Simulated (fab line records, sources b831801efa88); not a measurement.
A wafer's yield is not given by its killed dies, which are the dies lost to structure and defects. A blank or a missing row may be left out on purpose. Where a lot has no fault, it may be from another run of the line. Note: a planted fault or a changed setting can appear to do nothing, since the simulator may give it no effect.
Check of tool commonality -- flow gf180mcu -- 36 wafers sampled across 12 lots

## WHAT PROMPTED THE OPENING
GF_HV_LDD_TW_MEAS_38, reading HV_LDD_3_TW: flagged on 3 of 12 lots. Fault-free wafers read 1435, with a standard deviation of 12.
Rule: a lot gets a flag if all its wafers with a number sit over 4 standard deviations from that mean, or if no wafer of it has a number. The other lots count as sound.

lot,measured,on,"HV_LDD_3_TW, wafer by wafer",flag
L168,day 11 19:02,film-metro-04,1443 1449 1456,
L171,day 12 11:08,film-metro-01,1425 1432 1427,
L176,day 14 04:38,film-metro-01,1439 1444 1438,
L178,day 14 18:37,film-metro-04,1448 1456 1451,
L179,day 15 02:49,film-metro-01,1427 1423 1441,
L183,day 16 09:35,film-metro-03,1422 1436 1427,
L184,day 16 14:38,film-metro-03,1355 1350 1351,FLAGGED
L185,day 17 01:19,film-metro-04,1370 1369 1377,FLAGGED
L186,day 17 08:50,film-metro-03,1349 1353 1344,FLAGGED
L189,day 18 13:05,film-metro-04,1435 1446 1434,
L190,day 18 23:59,film-metro-01,1434 1427 1431,
L191,day 19 02:06,film-metro-01,1442 1429 1430,
The numbers of the flagged lots are 1358 on average: -77 against the usual, or -6 standard deviations.

## LOT BY LOT: THE TOOL USED
The record holds 2 process steps before the reading, out of a route of 602 steps. Each cell gives the tool, then ch followed by the chambers the sampled wafers passed through, then the start.
lot,flag,GF_HV_LDD_IMPLANT_34,GF_HV_LDD_STRIP_37
L168,,"implanter-01 ch 0, day 11 18:31","plasma-asher-02 ch 0,1, day 11 18:56"
L171,,"implanter-03 ch 0, day 12 10:35","plasma-asher-04 ch 0,1, day 12 11:02"
L176,,"implanter-01 ch 0, day 14 04:05","plasma-asher-01 ch 0,1, day 14 04:32"
L178,,"implanter-03 ch 0, day 14 18:04","plasma-asher-01 ch 0,1, day 14 18:31"
L179,,"implanter-01 ch 0, day 15 02:17","plasma-asher-04 ch 0,1, day 15 02:43"
L183,,"implanter-03 ch 0, day 16 09:04","plasma-asher-01 ch 0,1, day 16 09:30"
L184,FLAGGED,"implanter-03 ch 0, day 16 14:05","plasma-asher-04 ch 0,1, day 16 14:32"
L185,FLAGGED,"implanter-03 ch 0, day 17 00:46","plasma-asher-04 ch 0,1, day 17 01:13"
L186,FLAGGED,"implanter-03 ch 0, day 17 08:17","plasma-asher-04 ch 0,1, day 17 08:44"
L189,,"implanter-01 ch 0, day 18 12:32","plasma-asher-01 ch 0,1, day 18 12:59"
L190,,"implanter-01 ch 0, day 18 23:26","plasma-asher-04 ch 0,1, day 18 23:52"
L191,,"implanter-02 ch 0, day 19 01:35","plasma-asher-02 ch 0,1, day 19 02:01"
What is done by these steps:
- GF_HV_LDD_IMPLANT_34
- GF_HV_LDD_STRIP_37: strips in O2/N2.
- GF_HV_LDD_TW_MEAS_38

## FLAGGED AGAINST TOTAL, ONE TOOL AT A TIME (gauges that did the reading follow at the end)
step,tool,lots run,flagged,share of the flagged lots,sound lots run after its first flagged lot
GF_HV_LDD_IMPLANT_34,implanter-01,5,0,none,-
GF_HV_LDD_IMPLANT_34,implanter-02,1,0,none,-
GF_HV_LDD_IMPLANT_34,implanter-03,6,3,all,0
GF_HV_LDD_STRIP_37,plasma-asher-01,4,0,none,-
GF_HV_LDD_STRIP_37,plasma-asher-02,2,0,none,-
GF_HV_LDD_STRIP_37,plasma-asher-04,6,3,all,1 (L190)
GF_HV_LDD_TW_MEAS_38,film-metro-01,5,0,none,-
GF_HV_LDD_TW_MEAS_38,film-metro-03,3,2,some,0
GF_HV_LDD_TW_MEAS_38,film-metro-04,4,1,some,1 (L189)

## WHAT THE TABLE PERMITS
Rows of the table that ran all the flagged lots, 2 in number: implanter-03 at GF_HV_LDD_IMPLANT_34; plasma-asher-04 at GF_HV_LDD_STRIP_37.
- implanter-03 at GF_HV_LDD_IMPLANT_34 ran 6 lots, 3 of them flagged. It ran its last sound lot, L183, at day 16 09:04 and its first flagged lot, L184, at day 16 14:05: a fault with its onset between the two fits. Its own readings lie more than 4 standard deviations out on every wafer of the flagged lots: dose-ions-cm2, faraday-current-uA.
- plasma-asher-04 at GF_HV_LDD_STRIP_37 ran 6 lots, 3 of them flagged. Sound lots followed the first flagged one (L190) on it, something a lasting fault affecting the whole tool could not allow.
Just one tool remains: implanter-03 at GF_HV_LDD_IMPLANT_34.

## WHAT WAS PUT IN BY THE SIMULATOR
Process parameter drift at GF_HV_LDD_IMPLANT_34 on implanter-03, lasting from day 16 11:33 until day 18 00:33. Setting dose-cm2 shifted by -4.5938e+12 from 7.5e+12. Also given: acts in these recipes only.
Struck lots among those shown: L184, L185, L186. The rule above reached the same finding.
